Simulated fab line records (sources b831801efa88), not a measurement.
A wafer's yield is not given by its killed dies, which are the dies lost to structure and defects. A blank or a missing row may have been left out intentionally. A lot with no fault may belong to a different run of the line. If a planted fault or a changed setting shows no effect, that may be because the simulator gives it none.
Chamber matching ; flow sky130 ; cmp-01 running SKY_FIELD_ISO_CMP_27: 3 sister chambers
The step polishes, stops on Si3N4, t overpolish 16 s, target thk 457.8 nm. 3 wafers are shown with their chamber, then 5 later ones without.

WAFERS PAIRED WITH THEIR CHAMBERS
wafer;chamber;motor-current-A (A)
L269.3;1;11.0
L270.2;3;12.8
L270.3;0;13.9

WAFERS WITHOUT THEIR CHAMBER
wafer;motor-current-A (A)
L277.1;11.5
L277.2;13.6
L278.2;12.0
L278.3;11.4
L278.6;11.0

WHICH CHAMBER EACH WENT THROUGH
wafer;from the rows above;in truth
L277.1;can't be placed: 1 or 3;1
L277.2;can't be placed: 0 or 3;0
L278.2;can't be placed: 3 or 1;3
L278.3;1;1
L278.6;1;1
Correctly placed: 2 of 5. Unplaceable from these rows: 3, with the true chamber sitting among the candidates in 3. Wrongly placed: 0.
How it was worked out, from the rows above alone: a wafer's distance from a chamber is the root of the sum, over the readings, of the square of ((its reading less the chamber's mean) divided by the reading's scatter). The wafer belongs to the nearest chamber; if the next one is less than 2 further off, it can't be placed. Each chamber's mean is taken over the wafers shown for it. The scatter (one wafer shown for each chamber): square how far every hidden wafer sits from the nearest shown wafer, average those squares and take the square root.
